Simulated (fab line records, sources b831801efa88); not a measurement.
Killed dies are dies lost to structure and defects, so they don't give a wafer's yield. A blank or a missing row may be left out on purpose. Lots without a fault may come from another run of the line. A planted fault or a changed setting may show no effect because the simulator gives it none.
fab line records | flow sky130 | part 2 of 2: steps 29 to 37 of 37
record lots=5 wafers=15 last_day=49
route steps=708 shown LI_CONTACT@370 LOCAL_INTERCONNECT@387 CONTACT@406
lots that met no fault: from a run of the same line without faults
start_h: hours from the record's first day to the start of the lot's first wafer shown | wait_h: hours since the lot's step before | " the same as in the row above | L1.1+2: a row that stands for several wafers | - no value, or no start given | * or withheld: withheld | < > ~ a bound
route shown NAME@n: a module of which the file shows steps, and the number in the route of the first | usual: mean/standard deviation of fault-free wafers | same: alike in all rows | chamber/n: place in a boat | sites: the reading at each site | _std_site: their standard deviation | _edge_site: outer sites' mean less inner sites' | radius_mm: how far each site lies from the wafer's centre | mask NAME#n: copy n | behind: the tool/chamber that last shaped the wafer | hold: why the lot was held/for how many hours/how that ended | device: the transistor (n, p or np) that didn't switch | end of line: the same wafers' tests at the end of the route | a step without rows: its recipe alone | killed: dies lost to structure and defects at the first sort, not the wafer's yield | map: a wafer's dies, x killed, . not, _ none there
set.NAME: the setting as run; set.NAME@STEP: as run at that earlier step | model.NAME: the simulator's own value behind a step, which no gauge read
lots at some steps of the route; a table a step, a row a wafer
services: from which hour (start_h, from the record's first day; less than 0 if before it) a tool's chamber was out of use, for how many hours, and why
## steps
# step SKY_LOCAL_INTERCONNECT_CD_MEAS_11
# recipe target_cd_nm=170
# usual cd_nm=170.5/1.8
# columns lot.wafer tool chamber start_h wait_h cd_nm
L077.2 cd_sem-02 - 729.53 - 171.8
L077.4 " - " " 172.5
L077.6 " - " " 172.7
L079.1 cd_sem-01 - 752.53 - 171.1
L079.3 " - " " 170.0
L079.5 " - " " 170.0
L084.2 cd_sem-02 - 790.35 - 168.3
L084.4 " - " " 168.1
L084.6 " - " " 169.5
L088.2 cd_sem-02 - 821.57 - 169.6
L088.4 " - " " 171.0
L088.6 " - " " 170.1
L090.1 cd_sem-01 - 832.03 - 169.6
L090.3 " - " " 169.4
L090.5 " - " " 171.0
# step SKY_LOCAL_INTERCONNECT_OVL_MEAS_12
# usual LOCAL_INTERCONNECT_OVL=-5/4.6
# columns lot.wafer tool chamber start_h wait_h LOCAL_INTERCONNECT_OVL[nm]
L077.2 overlay-02 - 729.64 0.1 -5
L077.4 " - " " -8
L077.6 " - " " -3
L079.1 overlay-02 - 752.65 0.1 -13
L079.3 " - " " -12
L079.5 " - " " -13
L084.2 overlay-02 - 790.46 0.1 -10
L084.4 " - " " -11
L084.6 " - " " -7
L088.2 overlay-02 - 821.68 0.1 -7
L088.4 " - " " 0
L088.6 " - " " -10
L090.1 overlay-02 - 832.15 0.1 -8
L090.3 " - " " -6
L090.5 " - " " 0
# step SKY_LOCAL_INTERCONNECT_ETCH_13
# recipe chemistry=N2/H2 target=BARC ion_energy_ev=200 bias_w=100 pressure_mtorr=30 n2_flow_sccm=100 h2_flow_sccm=200 icp_w=500 stop_on=SiO2 time_s=45.9 target_depth_a=600
# usual drypump_motor_current_A=5.7/0.4 oes_product_au=0.855/0.0051 throttle_valve_pct=13.226/0.0085
# same time_s=45.9
# columns lot.wafer tool chamber start_h wait_h drypump_motor_current_A oes_product_au rf_hours_counter_h throttle_valve_pct
L077.2 rie_metal-01 1 729.67 0.0 5.9 0.858 6 13.222
L077.4 " 1 " " 5.9 0.852 - 13.228
L077.6 " 1 " " 5.9 0.849 - 13.214
L079.1 rie_metal-01 1 752.69 0.0 5.9 0.860 6 13.221
L079.3 " 1 " " 5.9 0.864 - 13.220
L079.5 " 1 " " 5.9 0.863 - 13.244
L084.2 rie_metal-03 1 790.49 0.0 5.9 0.859 4 13.240
L084.4 " 0 " " 6.1 0.854 - 13.202
L084.6 " 1 " " 5.9 0.855 - 13.221
L088.2 rie_metal-02 1 821.71 0.0 6.0 0.850 5 13.225
L088.4 " 1 " " 6.0 0.859 - 13.230
L088.6 " 1 " " 6.0 0.862 - 13.230
L090.1 rie_metal-02 1 832.19 0.0 6.0 0.852 6 13.214
L090.3 " 1 " " 6.0 0.853 - 13.242
L090.5 " 0 " " 5.1 0.845 - 13.232
# step SKY_LOCAL_INTERCONNECT_METAL_ETCH_14
# recipe target_depth_nm=110 stop_on=PSG chemistry=Cl2/BCl3 target=TiN resist_sidewall_deg=88 pressure_mtorr=10 icp_w=900 bias_w=48.5 Cl2_flow_sccm=60 bcl3_flow_sccm=30 time_s=31.4
# usual drypump_motor_current_A=5.7/0.4 oes_product_au=0.943/0.0075 throttle_valve_pct=21.900/0.0096
# same time_s=31.4
# columns lot.wafer tool chamber start_h wait_h drypump_motor_current_A oes_product_au rf_hours_counter_h throttle_valve_pct
L077.2 rie_metal-01 1 729.73 0.0 5.9 0.938 6 21.894
L077.4 " 1 " " 5.9 0.950 - 21.899
L077.6 " 1 " " 5.9 0.939 - 21.914
L079.1 rie_metal-01 1 752.75 0.0 5.9 0.945 6 21.905
L079.3 " 1 " " 5.9 0.951 - 21.886
L079.5 " 1 " " 5.9 0.935 - 21.899
L084.2 rie_metal-03 1 790.55 0.0 5.9 0.954 4 21.888
L084.4 " 0 " " 6.1 0.968 - 21.889
L084.6 " 1 " " 5.9 0.938 - 21.904
L088.2 rie_metal-02 1 821.77 0.0 6.0 0.939 5 21.894
L088.4 " 1 " " 6.0 0.940 - 21.899
L088.6 " 1 " " 6.0 0.943 - 21.885
L090.1 rie_metal-02 1 832.25 0.0 6.0 0.932 6 21.895
L090.3 " 1 " " 6.0 0.940 - 21.881
L090.5 " 0 " " 5.0 0.944 - 21.908
# step SKY_LOCAL_INTERCONNECT_STRIP_15
# recipe chemistry=O2/N2 power_w=1400 pressure_mtorr=1500 platen_temp_c=withheld o2_flow_sccm=3000 n2_flow_sccm=300 overash_fraction=0.5
# usual drypump_motor_current_A=5.5/0.34 oes_product_au=0.427/0.0046 strip_time_to_endpoint_s=4.720/0.022
# same overash_fraction=0.5
# columns lot.wafer tool chamber start_h wait_h drypump_motor_current_A oes_product_au rf_hours_counter_h strip_time_to_endpoint_s
L077.2 plasma_asher-04 1 729.79 0.0 5.4 0.424 62 4.731
L077.4 " 0 " " 5.9 0.428 - 4.741
L077.6 " 1 " " 5.4 0.425 - 4.728
L079.1 plasma_asher-02 1 752.80 0.0 4.7 0.437 87 4.744
L079.3 " 1 " " 4.8 0.424 - 4.751
L079.5 " 0 " " 5.8 0.433 - 4.739
L084.2 plasma_asher-04 1 790.60 0.0 5.3 0.428 68 4.745
L084.4 " 1 " " 5.3 0.425 - 4.756
L084.6 " 1 " " 5.3 0.427 - 4.758
L088.2 plasma_asher-01 1 821.82 0.0 5.5 0.422 7 4.731
L088.4 " 1 " " 5.6 0.435 - 4.758
L088.6 " 1 " " 5.6 0.430 - 4.759
L090.1 plasma_asher-01 0 832.30 0.0 5.6 0.431 9 4.706
L090.3 " 0 " " 5.6 0.415 - 4.716
L090.5 " 0 " " 5.6 0.425 - 4.677
# step SKY_LOCAL_INTERCONNECT_STRIP_16
# recipe chemistry=post_etch_residue_remover time_s=1200 temp_c=72.5
# same time_s=1200
# columns lot.wafer tool chamber start_h wait_h
L077.2+4+6 wet_bench-01 0 729.89 0.1
L079.1+3+5 wet_bench-01 0 752.90 0.1
L084.2+4+6 wet_bench-03 1 790.70 0.1
L088.2+4+6 wet_bench-03 2 821.92 0.1
L090.1+3+5 wet_bench-01 0 832.40 0.1
# step SKY_LOCAL_INTERCONNECT_CLEAN_17
# recipe chemistry=IPA time_s=180 temp_c=25
# same time_s=180
# columns lot.wafer tool chamber start_h wait_h
L077.2+4+6 wet_bench-03 3 730.26 0.0
L079.1+3+5 wet_bench-04 3 753.24 0.0
L084.2+4+6 wet_bench-01 0 791.45 0.0
L088.2+4+6 wet_bench-01 2 822.26 0.0
L090.1+3+5 wet_bench-03 1 832.74 0.0
# step SKY_LOCAL_INTERCONNECT_CLEAN_18
# recipe chemistry=O3/DIW dry=n2_spin
# columns lot.wafer tool chamber start_h wait_h
L077.2+4+6 wet_bench-04 1 730.32 0.0
L079.1+3+5 wet_bench-01 2 753.30 0.0
L084.2+4+6 wet_bench-04 3 791.51 0.0
L088.2+4+6 wet_bench-03 1 822.33 0.0
L090.1+3+5 wet_bench-04 1 832.80 0.0
# step SKY_CONTACT_CVD_00
# recipe material=Si3N4 target_thk_nm=75 temp_c=400 time_s=withheld rf_w=450
# usual heater_power_w=744/83
# columns lot.wafer tool chamber start_h wait_h heater_power_w
L077.2 pecvd-01 1 730.42 0.0 779
L077.4 " 0 " " 673
L077.6 " 2 " " 769
L079.1 pecvd-01 2 753.39 0.0 703
L079.3 " 1 " " 727
L079.5 " 1 " " 732
L084.2 pecvd-02 1 791.60 0.0 617
L084.4 " 1 " " 616
L084.6 " 2 " " 917
L088.2 pecvd-01 2 822.42 0.0 835
L088.4 " 1 " " 762
L088.6 " 2 " " 824
L090.1 pecvd-04 2 833.00 0.0 648
L090.3 " 1 " " 795
L090.5 " 1 " " 756
## services
# columns tool chamber start_h hours kind
krf_scanner-01 - 676.34 1.3 pm
cmp-01 - 680.20 9.4 repair
krf_scanner-01 - 685.60 0.8 pm
rie_diel-03 1 685.64 10.2 repair
rie_metal-02 - 687.90 0.2 repair
rie_metal-01 - 690.97 4.9 repair
krf_scanner-02 - 693.21 1.0 pm
cmp-01 - 694.92 2.7 repair
krf_scanner-02 - 698.81 2.2 repair
wet_bench-01 - 700.18 1.9 pm
cvd_w-01 1 709.58 18.8 repair
pecvd-01 1 716.45 6.4 repair
rie_diel-01 - 725.17 2.8 pm
rie_diel-03 2 726.04 7.6 repair
pvd_sputter-04 - 729.79 3.8 repair
krf_scanner-02 - 733.01 1.3 pm
cmp-01 - 744.00 4.0 pm
pvd_sputter-01 - 754.63 6.9 repair
cmp-01 - 758.75 1.3 repair
krf_scanner-01 - 774.27 0.6 repair
wet_bench-01 - 794.64 5.6 repair
krf_scanner-02 - 816.80 0.8 pm
krf_scanner-01 - 817.60 1.0 pm
plasma_asher-03 - 827.67 14.6 pm
